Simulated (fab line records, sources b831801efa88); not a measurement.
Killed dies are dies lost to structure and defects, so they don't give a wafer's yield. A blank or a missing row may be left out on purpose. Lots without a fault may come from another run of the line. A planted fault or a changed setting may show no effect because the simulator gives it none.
A struck lot beside a sound one | flow sky130 | 14 steps out of a route of 708
Sound: wafers L440.1, L440.4, L440.5. Struck: wafers L449.3, L449.5, L449.6. The cause comes at the end.
At each step with rows: each side's tool, then ch and its chambers, then its first start. Under that, the readings that differ: sound wafers | struck wafers | difference of the means | sigmas: that difference in standard deviations of wafers without a fault.
alike: readings whose means differ by less than 2 such deviations, and words and numbers that are the same on both sides. not compared: withheld readings, readings that some wafer has no value for, bounds like >300 that may hide the same value, and numbers for which the record gives no deviation and whose values overlap.
The two part at a step that has a row with sigmas, a row that says differs or no value, or rows on one side only. Numbers that don't overlap but have no deviation are shown without sigmas and don't part them. A reading that every wafer of one side lacks parts them only if that side has two wafers or more.

first, 2 steps without rows for these wafers: SKY_VT_ADJUST_PCH_PEB_05; SKY_VT_ADJUST_PCH_DEVELOP_06 (develop time 60 s).
SKY_VT_ADJUST_PCH_OVL_MEAS_07:
  sound on overlay-01, day 12 15:27; struck on overlay-01, day 15 14:35
  alike: VT_ADJUST_PCH_OVL
then, 1 step without rows for these wafers: SKY_VT_ADJUST_PCH_IMPLANT_08.
SKY_VT_ADJUST_PCH_STRIP_09: strips in O2/N2.
  sound on plasma_asher-01 ch 0,1, day 12 15:38; struck on plasma_asher-02 ch 0,1, day 15 14:47
  alike: drypump_motor_current_A, n2_flow_sccm, o2_flow_sccm, oes_product_au, strip_time_to_endpoint_s
  not compared: rf_hours_counter_h
SKY_VT_ADJUST_PCH_TW_MEAS_10:
  sound on film_metro-03, day 12 15:44; struck on film_metro-04, day 15 14:53
  alike: VT_ADJUST_PCH_TW
then, 6 steps without rows for these wafers: SKY_SONOS_TUNNEL_DEHYDRATE_00 (time 60 s); SKY_SONOS_TUNNEL_HMDS_01 (prime time 60 s); SKY_SONOS_TUNNEL_COAT_02 (resist thk 1140 nm); SKY_SONOS_TUNNEL_SOFTBAKE_03 (time 60 s); SKY_SONOS_TUNNEL_EXPOSE_04 (exposes mask TUNM, target cd 410 nm); SKY_SONOS_TUNNEL_PEB_05.
SKY_SONOS_TUNNEL_DEVELOP_06: develop time 60 s.
  sound on litho_track-01 ch 0, day 13 16:43; struck on litho_track-03, day 16 17:28
  no value came back on the struck wafers for chill_plate_temp_C (C), develop_time_s (s); on the sound wafers chill_plate_temp_C (C) reads 22.97 22.99 23.05
SKY_SONOS_TUNNEL_CD_MEAS_07: target cd 410 nm.
  sound on cd_sem-02, day 13 16:52; struck on cd_sem-02, day 16 17:37
  reading    | sound             | struck | difference                    | sigmas
  cd_nm (nm) | 410.3 410.5 411.0 | - - -  | no value on the struck wafers |

WHERE THEY PART
First at SKY_SONOS_TUNNEL_DEVELOP_06; last, within this record, at SKY_SONOS_TUNNEL_CD_MEAS_07.

WHY: what the simulator had put in
Skipped step whole: litho_track-03, from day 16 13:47 on, at SKY_SONOS_TUNNEL_DEVELOP_06. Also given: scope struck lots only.
